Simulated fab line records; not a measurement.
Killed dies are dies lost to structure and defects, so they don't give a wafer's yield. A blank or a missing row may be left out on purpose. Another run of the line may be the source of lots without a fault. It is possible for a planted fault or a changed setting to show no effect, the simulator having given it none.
Matching of chambers ; flow sky130 ; 4 sister chambers for SKY_VIA2_CMP_24 on cmp-01
The step polishes, stops on SiO2, t overpolish 20 s, target thk 0 nm. 4 wafers are shown with their chamber, then 9 later ones without.

## WAFERS, EACH WITH ITS CHAMBER
wafer;chamber;motorCurrentA (A)
L176.3;0;11.2
L176.5;1;11.8
L179.3;3;12.4
L179.4;2;12.9

## WAFERS WITH NO CHAMBER GIVEN
wafer;motorCurrentA (A)
L179.5;11.6
L181.2;10.9
L181.3;13.1
L181.5;11.7
L184.1;13.2
L184.4;11.4
L184.6;12.2
L182.2;12.7
L182.4;12.0

## EACH ONE'S CHAMBER
wafer;from the rows above;in truth
L179.5;can't be placed: 1 or 0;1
L181.2;0;0
L181.3;2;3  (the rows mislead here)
L181.5;can't be placed: 1 or 0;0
L184.1;2;2
L184.4;can't be placed: 0 or 1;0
L184.6;can't be placed: 3 or 1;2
L182.2;can't be placed: 2 or 3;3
L182.4;can't be placed: 1 or 3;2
Correctly placed: 2 of 9. Can't be placed from these rows: 6 (the true chamber is among the candidates in 4). Placed wrongly: 1.
How it was worked out, from the rows above alone: a wafer's distance from a chamber is the root of the sum, over the readings, of the square of ((its reading less the chamber's mean) divided by the reading's scatter). The wafer belongs to the nearest chamber; if the next one is less than 2 further off, it can't be placed. Each chamber's mean is taken over the wafers shown for it. The scatter: with one shown wafer a chamber, the root of the mean of the squares of how far each hidden wafer lies from its nearest shown one.
